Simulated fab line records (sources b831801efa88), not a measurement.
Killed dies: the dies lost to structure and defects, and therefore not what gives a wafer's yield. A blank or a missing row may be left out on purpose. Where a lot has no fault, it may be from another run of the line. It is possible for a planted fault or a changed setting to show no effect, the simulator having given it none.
Split-lot experiment / flow sfq_line / 22 wafers read across 5 lots, on a route 325 steps long

## ABOUT THE SPLIT
At SFQ_TRILAYER_I7_VIA_LITHO_PEB_190 (peb time 60 s), the setting peb_temp_c was moved away from the recipe's 115 C on 10 of the 22 wafers read, by -1.5% to +2.0%. All remaining wafers had this setting at the recipe value.

The file shows no step between the split and the reading.

## THE READING
I7.cd_nm (the simulator's own value, which no gauge read), in nm, at SFQ_TRILAYER_I7_VIA_BARC_OPEN_VIA_ETCH_260 (etches BARC in O2, target depth 125 nm, time 41.7 s). The file gives no usual value for it. Here, 12 wafers ran the recipe; their average is 998.5 nm with a standard deviation of 2.2 nm.

wafer=L074.2; tool, chamber at the split=litho_track-03, 0; peb_temp_c as run, C=115; against the recipe=recipe; I7.cd_nm, nm=996.1; against lot-mates on the recipe=-
wafer=L074.3; tool, chamber at the split=litho_track-03, 0; peb_temp_c as run, C=113.7; against the recipe=-1.1%; I7.cd_nm, nm=970.9; against lot-mates on the recipe=-24.8
wafer=L074.4; tool, chamber at the split=litho_track-03, 0; peb_temp_c as run, C=113.7; against the recipe=-1.1%; I7.cd_nm, nm=970.7; against lot-mates on the recipe=-25.0
wafer=L074.5; tool, chamber at the split=litho_track-03, 0; peb_temp_c as run, C=115; against the recipe=recipe; I7.cd_nm, nm=996; against lot-mates on the recipe=-
wafer=L074.6; tool, chamber at the split=litho_track-03, 0; peb_temp_c as run, C=115; against the recipe=recipe; I7.cd_nm, nm=995.1; against lot-mates on the recipe=-
wafer=L075.1; tool, chamber at the split=litho_track-03, 0; peb_temp_c as run, C=115; against the recipe=recipe; I7.cd_nm, nm=996.4; against lot-mates on the recipe=-
wafer=L075.3; tool, chamber at the split=litho_track-03, 0; peb_temp_c as run, C=113.3; against the recipe=-1.5%; I7.cd_nm, nm=965; against lot-mates on the recipe=-32.5
wafer=L075.4; tool, chamber at the split=litho_track-03, 0; peb_temp_c as run, C=115; against the recipe=recipe; I7.cd_nm, nm=998.7; against lot-mates on the recipe=-
wafer=L075.5; tool, chamber at the split=litho_track-03, 0; peb_temp_c as run, C=113.3; against the recipe=-1.5%; I7.cd_nm, nm=965.3; against lot-mates on the recipe=-32.2
wafer=L075.6; tool, chamber at the split=litho_track-03, 0; peb_temp_c as run, C=113.3; against the recipe=-1.5%; I7.cd_nm, nm=964.8; against lot-mates on the recipe=-32.8
wafer=L078.1; tool, chamber at the split=litho_track-02, 0; peb_temp_c as run, C=115; against the recipe=recipe; I7.cd_nm, nm=999.9; against lot-mates on the recipe=-
wafer=L078.2; tool, chamber at the split=litho_track-02, 0; peb_temp_c as run, C=115; against the recipe=recipe; I7.cd_nm, nm=1001; against lot-mates on the recipe=-
wafer=L078.6; tool, chamber at the split=litho_track-02, 0; peb_temp_c as run, C=115; against the recipe=recipe; I7.cd_nm, nm=1000; against lot-mates on the recipe=-
wafer=L080.1; tool, chamber at the split=litho_track-04, 0; peb_temp_c as run, C=115; against the recipe=recipe; I7.cd_nm, nm=997; against lot-mates on the recipe=-
wafer=L080.2; tool, chamber at the split=litho_track-04, 0; peb_temp_c as run, C=117.3; against the recipe=+2.0%; I7.cd_nm, nm=1037; against lot-mates on the recipe=+39.3
wafer=L080.4; tool, chamber at the split=litho_track-04, 0; peb_temp_c as run, C=115; against the recipe=recipe; I7.cd_nm, nm=998.4; against lot-mates on the recipe=-
wafer=L080.5; tool, chamber at the split=litho_track-04, 0; peb_temp_c as run, C=117.3; against the recipe=+2.0%; I7.cd_nm, nm=1037; against lot-mates on the recipe=+39.3
wafer=L084.1; tool, chamber at the split=litho_track-02, 0; peb_temp_c as run, C=116.9; against the recipe=+1.7%; I7.cd_nm, nm=1036; against lot-mates on the recipe=+34.5
wafer=L084.3; tool, chamber at the split=litho_track-02, 0; peb_temp_c as run, C=116.9; against the recipe=+1.7%; I7.cd_nm, nm=1033; against lot-mates on the recipe=+31.5
wafer=L084.4; tool, chamber at the split=litho_track-02, 0; peb_temp_c as run, C=115; against the recipe=recipe; I7.cd_nm, nm=1001; against lot-mates on the recipe=-
wafer=L084.5; tool, chamber at the split=litho_track-02, 0; peb_temp_c as run, C=116.9; against the recipe=+1.7%; I7.cd_nm, nm=1034; against lot-mates on the recipe=+32.5
wafer=L084.6; tool, chamber at the split=litho_track-02, 0; peb_temp_c as run, C=115; against the recipe=recipe; I7.cd_nm, nm=1002; against lot-mates on the recipe=-

THE FIT
A straight line over all 22 wafers: I7.cd_nm changes by +21.5 nm for each +1% of peb_temp_c; r = +0.99; the points scatter about the line by 2.4 nm.
The same after taking each lot's own level away (the mean of its wafers on the recipe; 22 wafers): +20.6 nm for each +1%; r = +1.00; scatter 1.2 nm.
On that fit, the largest move of peb_temp_c shifts the reading by 41 nm.
From 995.73 to 1001.50 nm: that is the span of the lots' own levels, equal to 2.6 times the standard deviation above.
The two slopes agree, so the slope changes little with the lot-to-lot level.
Check: for one of the wafers moved furthest among these (+2.0%), held out of the fit, the line's prediction against its lot-mates is +40.8 nm. Against them it came out at +39.3 nm.

## ADDITIONAL SPLITS CARRIED BY THESE WAFERS
Before the reading, these wafers also passed through other splits. Each is held against what the fit with the lots' levels taken away leaves over:
other split on the same wafers=SFQ_TRILAYER_C5_LITHO_PEB_154 peb_time_s; wafers away from the commonest value=11; r with I7.cd_nm (lot level and that fit taken away)=-0.01
other split on the same wafers=SFQ_TRILAYER_M6_LITHO_COAT_164 resist_thk_nm; wafers away from the commonest value=9; r with I7.cd_nm (lot level and that fit taken away)=-0.03
other split on the same wafers=SFQ_TRILAYER_I6_CMP_CMP_166 leave_above_ref_nm; wafers away from the commonest value=10; r with I7.cd_nm (lot level and that fit taken away)=+0.07
other split on the same wafers=SFQ_TRILAYER_I6_VIA_LITHO_EXPOSE_170 dose_mj; wafers away from the commonest value=7; r with I7.cd_nm (lot level and that fit taken away)=-0.15
other split on the same wafers=SFQ_TRILAYER_M7_LITHO_COAT_182 resist_thk_nm; wafers away from the commonest value=6; r with I7.cd_nm (lot level and that fit taken away)=-0.01
other split on the same wafers=SFQ_TRILAYER_I7_VIA_LITHO_COAT_192 spin_rpm; wafers away from the commonest value=6; r with I7.cd_nm (lot level and that fit taken away)=+0.05

## FILE'S OWN FIT
I7.cd_nm changes by +20.5 nm for each +1% of peb_temp_c, r = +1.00.
